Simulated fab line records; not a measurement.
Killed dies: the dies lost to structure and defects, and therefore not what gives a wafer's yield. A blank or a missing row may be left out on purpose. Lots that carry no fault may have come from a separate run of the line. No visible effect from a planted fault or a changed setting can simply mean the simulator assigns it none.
A lot that was struck, set against a sound lot || flow sky130 || 14 out of 708 route steps
Sound: these wafers, L793.2, L793.4, L793.6. Struck: wafers L791.2, L791.3, L791.6. The cause is named last.
Per side, at each step with rows, come the tool, then ch with its chambers, and then its first start. Under that, the readings that differ: sound wafers || struck wafers || difference of the means || sigmas: that difference in standard deviations of wafers without a fault.
alike: words and numbers the same on both sides, and readings whose means are apart by under 2 such deviations; not compared: readings that were withheld, readings missing a value for some wafer, numbers with overlapping values and no deviation given by the record, and bounds like >300 which may hide the same value.
The two part at a step that has a row with sigmas, a row that says differs or no value, or rows on one side only. When numbers do not overlap yet have no deviation, they are printed without sigmas and do not part them. Lack of a reading on every wafer of one side parts them only where that side has two or more wafers.

SKY_POLY_GATE_ETCH_15: etches BARC in N2/H2, stops on SiO2, time 118.5 s, target depth 110 nm.
  sound on rie diel-01 ch 1,2, day 23 06:20; struck on rie diel-01 ch 0,1,2, day 22 22:20
  alike: bias w, drypump motor current A, oes product au, throttle valve pct
  not compared: rf hours counter h
SKY_POLY_GATE_ETCH_16: etches Si3N4 in CH3F/O2, stops on poly-Si, time 147.5 s, target depth 75 nm.
  sound on rie diel-01 ch 1,2, day 23 06:26; struck on rie diel-01 ch 0,1,2, day 22 22:25
  alike: O2_flow_sccm, bias w, drypump motor current A, oes product au, throttle valve pct
  not compared: rf hours counter h
SKY_POLY_GATE_ETCH_17: etches poly-Si in HBr/Cl2, stops on SiO2, target depth 180 nm, time 70.5 s.
  sound on rie si-02 ch 1,2, day 23 06:32; struck on rie si-02 ch 2,3, day 22 22:31
  alike: bias w, drypump motor current A, oes product au, throttle valve pct
  not compared: rf hours counter h
SKY_POLY_GATE_STRIP_18: strips in O2/N2.
  sound on plasma asher-04 ch 0,1, day 23 06:35; struck on plasma asher-04 ch 0,1, day 22 22:34
  alike: drypump motor current A, oes product au, strip time to endpoint s
  not compared: rf hours counter h
then, 2 steps without rows for these wafers: SKY_POLY_GATE_CLEAN_19 (cleans in SC1/SC2, time 150 s); SKY_POLY_GATE_OXIDATION_20 (stabilise 600 s, purge 300 s, target thk 4 nm).
SKY_POLY_GATE_THK_MEAS_21:
  struck on film metro-01, day 23 00:14; sound on film metro-01, day 23 07:59
{"reading": "POLY_GATE_OXIDATION_THK (nm)", "sound": "3.96 3.89 3.92", "struck": "4.19 4.12 4.15", "difference": "+0.23", "sigmas": "+3"}
SKY_POLY_GATE_CD_MEAS_22:
  struck on cd sem-01, day 23 00:19; sound on cd sem-02, day 23 08:04
  alike: cd nm
then, 4 steps without rows for these wafers: SKY_LDD_N_DEHYDRATE_00 (time 60 s); SKY_LDD_N_HMDS_01 (prime time 60 s); SKY_LDD_N_COAT_02 (resist thk 300 nm); SKY_LDD_N_SOFTBAKE_03 (time 60 s).
SKY_LDD_N_EXPOSE_04: exposes mask NTM, target cd 840 nm.
  sound on iline stepper-02 ch 0, day 23 23:10; struck on iline stepper-01, day 23 15:17
  no value came back on the struck wafers for exposure dose mJ cm2, focus offset nm (nm), sigma outer, stage vel mm s (mm/s); on the sound wafers exposure dose mJ cm2 reads 110.09 109.86 109.97
  alike: mask
following that, these wafers have no rows for 1 step: SKY_LDD_N_PEB_05.

WHERE THEY PART
Last at SKY_LDD_N_EXPOSE_04 as far as this record goes, first at SKY_POLY_GATE_THK_MEAS_21.

WHY: what had been put in by the simulator
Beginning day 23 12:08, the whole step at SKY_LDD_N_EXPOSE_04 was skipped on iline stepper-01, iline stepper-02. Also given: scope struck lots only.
